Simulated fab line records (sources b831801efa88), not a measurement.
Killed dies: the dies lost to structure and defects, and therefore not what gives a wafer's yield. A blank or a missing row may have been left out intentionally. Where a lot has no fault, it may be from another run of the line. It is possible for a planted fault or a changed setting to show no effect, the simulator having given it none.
What tool caused it? / flow sky130 / 14 lots with 42 wafers sampled at 5 steps, on a route of 708 steps

## WHAT THE GAUGES SHOWED, per wafer
SKY_VT_ADJUST_LVTN_TW_MEAS_10. Usual: VT_ADJUST_LVTN_TW gives 243.4 (standard deviation 1.2).
lot=L746; measured=day 6 21:31; on=filmMetro-02; VT_ADJUST_LVTN_TW=242.7 241.5 243.5; flag=
lot=L747; measured=day 7 04:32; on=filmMetro-04; VT_ADJUST_LVTN_TW=243.2 243.2 244.8; flag=
lot=L748; measured=day 7 12:25; on=filmMetro-02; VT_ADJUST_LVTN_TW=243.9 245.0 243.3; flag=
lot=L749; measured=day 7 16:35; on=filmMetro-02; VT_ADJUST_LVTN_TW=244.7 245.3 243.2; flag=
lot=L750; measured=day 8 00:59; on=filmMetro-04; VT_ADJUST_LVTN_TW=243.5 244.1 245.1; flag=
lot=L751; measured=day 8 03:46; on=filmMetro-04; VT_ADJUST_LVTN_TW=243.4 243.6 244.1; flag=
lot=L752; measured=day 8 13:22; on=filmMetro-02; VT_ADJUST_LVTN_TW=244.2 243.1 244.1; flag=
lot=L753; measured=day 8 17:30; on=filmMetro-02; VT_ADJUST_LVTN_TW=244.4 243.9 244.0; flag=
lot=L757; measured=day 9 19:17; on=filmMetro-01; VT_ADJUST_LVTN_TW=243.8 243.2 241.4; flag=
lot=L758; measured=day 9 23:02; on=filmMetro-02; VT_ADJUST_LVTN_TW=242.3 243.6 242.7; flag=
lot=L761; measured=day 10 22:25; on=filmMetro-02; VT_ADJUST_LVTN_TW=240.7 242.8 242.0; flag=
lot=L763; measured=day 11 13:10; on=filmMetro-04; VT_ADJUST_LVTN_TW=244.6 245.6 245.6; flag=
lot=L765; measured=day 12 06:58; on=filmMetro-02; VT_ADJUST_LVTN_TW=244.7 244.3 245.7; flag=
lot=L769; measured=day 13 01:28; on=filmMetro-01; VT_ADJUST_LVTN_TW=242.9 243.2 243.2; flag=

SKY_VT_ADJUST_NCORE_OVL_MEAS_08. Usual: VT_ADJUST_NCORE_OVL gives -0.4 nm (standard deviation 1.3).
lot=L746; measured=day 8 13:10; on=overlay-02; VT_ADJUST_NCORE_OVL (nm)=-0.2 -1.2 0.3; flag=
lot=L747; measured=day 8 22:50; on=overlay-01; VT_ADJUST_NCORE_OVL (nm)=1.0 1.1 -0.3; flag=
lot=L748; measured=day 9 04:58; on=overlay-02; VT_ADJUST_NCORE_OVL (nm)=-1.4 -2.5 -2.3; flag=
lot=L749; measured=day 9 14:29; on=overlay-02; VT_ADJUST_NCORE_OVL (nm)=-0.1 -0.7 0.3; flag=
lot=L750; measured=day 9 18:52; on=overlay-01; VT_ADJUST_NCORE_OVL (nm)=-1.1 1.3 0.4; flag=
lot=L751; measured=day 9 22:17; on=overlay-02; VT_ADJUST_NCORE_OVL (nm)=-0.5 -0.2 0.4; flag=
lot=L752; measured=day 10 09:31; on=overlay-02; VT_ADJUST_NCORE_OVL (nm)=-0.9 -2.5 -2.4; flag=
lot=L753; measured=day 10 11:56; on=overlay-02; VT_ADJUST_NCORE_OVL (nm)=-1.0 -2.3 0.2; flag=
lot=L757; measured=day 11 17:14; on=overlay-02; VT_ADJUST_NCORE_OVL (nm)=129.6 130.1 132.1 130.2 130.4 133.2; flag=OFF
lot=L758; measured=day 11 21:16; on=overlay-02; VT_ADJUST_NCORE_OVL (nm)=130.2 131.4 131.9 131.1 132.4 132.8; flag=OFF
lot=L761; measured=day 12 22:10; on=overlay-01; VT_ADJUST_NCORE_OVL (nm)=132.5 132.2 130.7 133.3 132.4 132.2; flag=OFF
lot=L763; measured=day 13 14:55; on=overlay-01; VT_ADJUST_NCORE_OVL (nm)=129.8 129.2 129.0 130.8 130.2 129.7; flag=OFF
lot=L765; measured=day 14 09:22; on=overlay-01; VT_ADJUST_NCORE_OVL (nm)=1.4 0.7 0.7; flag=
lot=L769; measured=day 15 04:34; on=overlay-02; VT_ADJUST_NCORE_OVL (nm)=0.0 1.4 2.2; flag=

SKY_RES_PROTECT_TW_MEAS_08. Usual: POLY_GATE_TW gives 4058 (standard deviation 27).
lot=L746; measured=day 15 03:59; on=filmMetro-01; POLY_GATE_TW=4019 4035 4043; flag=
lot=L747; measured=day 15 11:37; on=filmMetro-02; POLY_GATE_TW=4032 4025 4041; flag=
lot=L748; measured=day 16 01:02; on=filmMetro-02; POLY_GATE_TW=4054 4042 4053; flag=
lot=L749; measured=day 16 08:36; on=filmMetro-02; POLY_GATE_TW=4058 4058 4085; flag=
lot=L750; measured=day 16 14:40; on=filmMetro-04; POLY_GATE_TW=4073 4039 4040; flag=
lot=L751; measured=day 16 14:34; on=filmMetro-01; POLY_GATE_TW=4118 4117 4108; flag=
lot=L752; measured=day 17 08:31; on=filmMetro-04; POLY_GATE_TW=4033 4054 4024; flag=
lot=L753; measured=day 17 08:15; on=filmMetro-02; POLY_GATE_TW=4061 4062 4075; flag=
lot=L765; measured=day 22 01:30; on=filmMetro-04; POLY_GATE_TW=4054 4067 4040; flag=
lot=L769; measured=day 23 03:15; on=filmMetro-02; POLY_GATE_TW=4059 4056 4035; flag=

SKY_POLY_GATE_CD_MEAS_22. Usual: cdNm reads 150.3 nm (standard deviation 2.2).
lot=L746; measured=day 16 17:01; on=cdSem-02; cdNm (nm)=153.2 149.0 151.1; flag=
lot=L747; measured=day 16 23:56; on=cdSem-01; cdNm (nm)=148.2 147.1 148.8; flag=
lot=L748; measured=day 17 10:16; on=cdSem-02; cdNm (nm)=150.9 155.6 151.6; flag=
lot=L749; measured=day 17 19:58; on=cdSem-02; cdNm (nm)=150.6 150.0 153.1; flag=
lot=L750; measured=day 18 01:29; on=cdSem-02; cdNm (nm)=146.8 147.6 149.1; flag=
lot=L751; measured=day 17 22:43; on=cdSem-01; cdNm (nm)=152.3 151.3 150.6; flag=
lot=L752; measured=day 18 19:12; on=cdSem-02; cdNm (nm)=149.6 150.2 147.3; flag=
lot=L753; measured=day 18 19:12; on=cdSem-01; cdNm (nm)=149.9 149.2 150.6; flag=
lot=L765; measured=day 23 11:47; on=cdSem-01; cdNm (nm)=148.0 147.6 148.4; flag=
lot=L769; measured=day 24 12:22; on=cdSem-02; cdNm (nm)=154.7 153.1 153.9; flag=

## EACH LOT AND THE TOOL THAT RAN IT (in order: tool; ch and the chambers of the sampled wafers; start)
lot=L746; SKY_VT_ADJUST_NCORE_EXPOSE_04=ilineStepper-01 ch 0, day 8 02:58
lot=L747; SKY_VT_ADJUST_NCORE_EXPOSE_04=ilineStepper-01 ch 0, day 8 12:20
lot=L748; SKY_VT_ADJUST_NCORE_EXPOSE_04=ilineStepper-02 ch 0, day 8 19:10
lot=L749; SKY_VT_ADJUST_NCORE_EXPOSE_04=ilineStepper-01 ch 0, day 9 04:13
lot=L750; SKY_VT_ADJUST_NCORE_EXPOSE_04=ilineStepper-02 ch 0, day 9 07:48
lot=L751; SKY_VT_ADJUST_NCORE_EXPOSE_04=ilineStepper-01 ch 0, day 9 11:43
lot=L752; SKY_VT_ADJUST_NCORE_EXPOSE_04=ilineStepper-02 ch 0, day 9 22:08
lot=L753; SKY_VT_ADJUST_NCORE_EXPOSE_04=ilineStepper-02 ch 0, day 10 00:54
lot=L757; SKY_VT_ADJUST_NCORE_EXPOSE_04=ilineStepper-01 ch 0, day 11 04:49
lot=L758; SKY_VT_ADJUST_NCORE_EXPOSE_04=ilineStepper-01 ch 0, day 11 09:47
lot=L761; SKY_VT_ADJUST_NCORE_EXPOSE_04=ilineStepper-01 ch 0, day 12 10:41
lot=L763; SKY_VT_ADJUST_NCORE_EXPOSE_04=ilineStepper-01 ch 0, day 13 01:44
lot=L765; SKY_VT_ADJUST_NCORE_EXPOSE_04=ilineStepper-02 ch 0, day 13 21:07
lot=L769; SKY_VT_ADJUST_NCORE_EXPOSE_04=ilineStepper-02 ch 0, day 14 16:11
- SKY_VT_ADJUST_NCORE_EXPOSE_04: exposes mask LVTN COMPLEMENT THIN, target cd 380 nm.

## AS READ BY THE TOOLS THEMSELVES (means over the sampled wafers that have a number; for cases with no such wafer, the mark the record gives instead)
SKY_VT_ADJUST_NCORE_EXPOSE_04. Usual: focusOffsetNm reads 0.1 nm (standard deviation 0.53).
lot=L746; tool=ilineStepper-01; focusOffsetNm (nm)=-1.1; flag=
lot=L747; tool=ilineStepper-01; focusOffsetNm (nm)=0.2; flag=
lot=L748; tool=ilineStepper-02; focusOffsetNm (nm)=-0.2; flag=
lot=L749; tool=ilineStepper-01; focusOffsetNm (nm)=0.2; flag=
lot=L750; tool=ilineStepper-02; focusOffsetNm (nm)=-0.3; flag=
lot=L751; tool=ilineStepper-01; focusOffsetNm (nm)=0.7; flag=
lot=L752; tool=ilineStepper-02; focusOffsetNm (nm)=-0.2; flag=
lot=L753; tool=ilineStepper-02; focusOffsetNm (nm)=0.4; flag=
lot=L757; tool=ilineStepper-01; focusOffsetNm (nm)=-0.4; flag=
lot=L758; tool=ilineStepper-01; focusOffsetNm (nm)=-0.9; flag=
lot=L761; tool=ilineStepper-01; focusOffsetNm (nm)=-0.1; flag=
lot=L763; tool=ilineStepper-01; focusOffsetNm (nm)=0.6; flag=
lot=L765; tool=ilineStepper-02; focusOffsetNm (nm)=0.3; flag=
lot=L769; tool=ilineStepper-02; focusOffsetNm (nm)=-0.3; flag=

## THE ANSWER, worked out from the rows above alone
Rule: lot off if the mean of its wafers having a number is beyond 3 standard deviations from the usual mean. Also off: a lot with no number at a reading for which 4 or more lots have one. All remaining lots with rows at the step are treated as sound. After the gauges, taken in route order, come the tools' own readings; for these a lot's mean is taken, as printed above. The first step at which some lot is off is used, and at that step the reading that is off furthest; a lot without a number counts as furthest.
Off: L757, L758, L761, L763, at SKY_VT_ADJUST_NCORE_OVL_MEAS_08 (VT_ADJUST_NCORE_OVL).
If a tool, at a process step before that reading, ran all the lots that are off and no sound lot after the first of them, it fits. Those tools and the gauges at SKY_VT_ADJUST_NCORE_OVL_MEAS_08 are tried in the same way. One fits: SKY_VT_ADJUST_NCORE_EXPOSE_04 on ilineStepper-01. A fault onset in the window from L751 (day 9 11:43, its last sound lot) to L757 (day 11 04:49, its first lot off) fits.

## WHAT THE SIMULATOR PUT IN
Scanner matching overlay: ilineStepper-01, from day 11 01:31 on, at SKY_VT_ADJUST_NCORE_EXPOSE_04. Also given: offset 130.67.
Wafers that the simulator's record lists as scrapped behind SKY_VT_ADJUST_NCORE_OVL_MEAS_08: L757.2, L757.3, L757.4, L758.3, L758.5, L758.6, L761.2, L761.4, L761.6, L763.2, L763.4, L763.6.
Shown lots that were struck: L757, L758, L761, L763. The rule above reached the same finding.
